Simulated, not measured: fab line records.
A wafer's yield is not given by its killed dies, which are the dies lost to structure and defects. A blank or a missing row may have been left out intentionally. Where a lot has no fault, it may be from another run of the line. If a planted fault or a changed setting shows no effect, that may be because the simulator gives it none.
Problem report, 8D (eight disciplines) form, completed by code + flow gf180mcu + the parts of the form that need people (team, actions taken, sign-off) are left out

== 1. PROBLEM STATEMENT ==
LVPWELL_TW at GF_LVPWELL_TW_MEAS_11 reads a mean of 517 on 6 wafers of 2 lots; wafers without a fault read 559 with a standard deviation of 7.7. Measured from the usual mean, that is -5.4 standard deviations.
The first sign was on wafer L133.1 at day 7 07:40, on film_metro-03. The record holds 39 wafers of 13 lots with a number at this step. By rule, "out" or "out of limits" means more than 4 standard deviations away from the usual mean. Any other wafer with a number is counted as sound.

== 2. WHAT IT IS AND WHAT IT IS NOT ==
| question                    | is                     | is not                                                                          |
|-----------------------------|------------------------|---------------------------------------------------------------------------------|
| which readings at this step | LVPWELL_TW             | -                                                                               |
| which lots                  | L133, L135             | L119, L121, L122, L123, L124, L125, L129, L132, L136, L137, L139                |
| which wafers of those lots  | all that have a number | -                                                                               |
| read on which gauges        | film_metro-03          | film_metro-02, film_metro-04                                                    |
| when                        | from day 7 07:40       | up to then (24 sound wafers); but 9 sound wafers of L136, L137, L139 came after |

== 3. SUSPECTS, AND WHAT RULES EACH OUT ==
Counting: a tool at a process step up to the reading stays a suspect if it ran every lot that is out and no sound lot after the first of them.
- the gauge at GF_LVPWELL_TW_MEAS_11 has been ruled out. All the wafers that are out were read on film_metro-03, but those of them that GF_LVPWELL_IMPLANT_09 has rows for are out there too, on other tools.
- implanter-02 at GF_LVPWELL_IMPLANT_09: kept. It processed each lot that is out, first L133 at day 7 07:25, and no sound lot thereafter; up to then, the last sound lot it processed was L125 at day 5 06:10. Out on those wafers are its own readings of dose_ions_cm2, faraday_current_uA.
The count leaves implanter-02 at GF_LVPWELL_IMPLANT_09.

== 4. THE CAUSE (what the simulator had put in) ==
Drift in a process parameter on implanter-02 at GF_LVPWELL_IMPLANT_09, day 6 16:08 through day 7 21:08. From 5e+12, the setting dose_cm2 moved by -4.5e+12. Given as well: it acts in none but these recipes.
This tool alone remained once counting was done.

== 5. THE EFFECT CHAIN, in route order ==
One row per reading whose mean, taken over the struck wafers that have a number, lies over 3 standard deviations from the usual. Only readings whose record carries a usual standard deviation are examined. hours: median over the lots of the time between each lot's start at the first step of this table that gives one and its start at this step. sigmas: the change, counted in usual standard deviations.
| hours | step                     | reading            | usual       | on struck wafers | change | sigmas      |
|-------|--------------------------|--------------------|-------------|------------------|--------|-------------|
| 0     | GF_LVPWELL_IMPLANT_09    | dose_ions_cm2      | 5e+12       | 5e+11            | -5e+12 | -99 or more |
| 0     | GF_LVPWELL_IMPLANT_09    | faraday_current_uA | 28.2        | 2.8              | -25.4  | -42         |
| 0     | GF_LVPWELL_TW_MEAS_11    | LVPWELL_TW         | 559         | 517              | -42    | -5.4        |
| 107   | GF_VT_IMPLANT_RS_MEAS_48 | LVPWELL_RS         | 1196 ohm/sq | 1485             | +289   | +87         |
It contains these process steps:
- GF_LVPWELL_IMPLANT_09
Later measuring or inspecting steps at which every struck wafer that the step has a row for has a number for every such reading, and none has moved that far: GF_MVPSD_OVL_MEAS_07.

== 6. HOW IT WOULD HAVE BEEN CAUGHT EARLIER ==
The first out-of-limits reading at a measuring or inspecting step in this record came at day 7 07:40, 16 hours after the fault's start at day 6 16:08.
Tool's own readings at GF_LVPWELL_IMPLANT_09, dose_ions_cm2, faraday_current_uA: out on all struck wafers the step has rows for; an alarm limit on them would have tripped on the first.
Lots out: 2; of these, L135 started GF_LVPWELL_IMPLANT_09 on implanter-02 after day 7 07:40. It would have been spared by a hold on the tool at that moment.
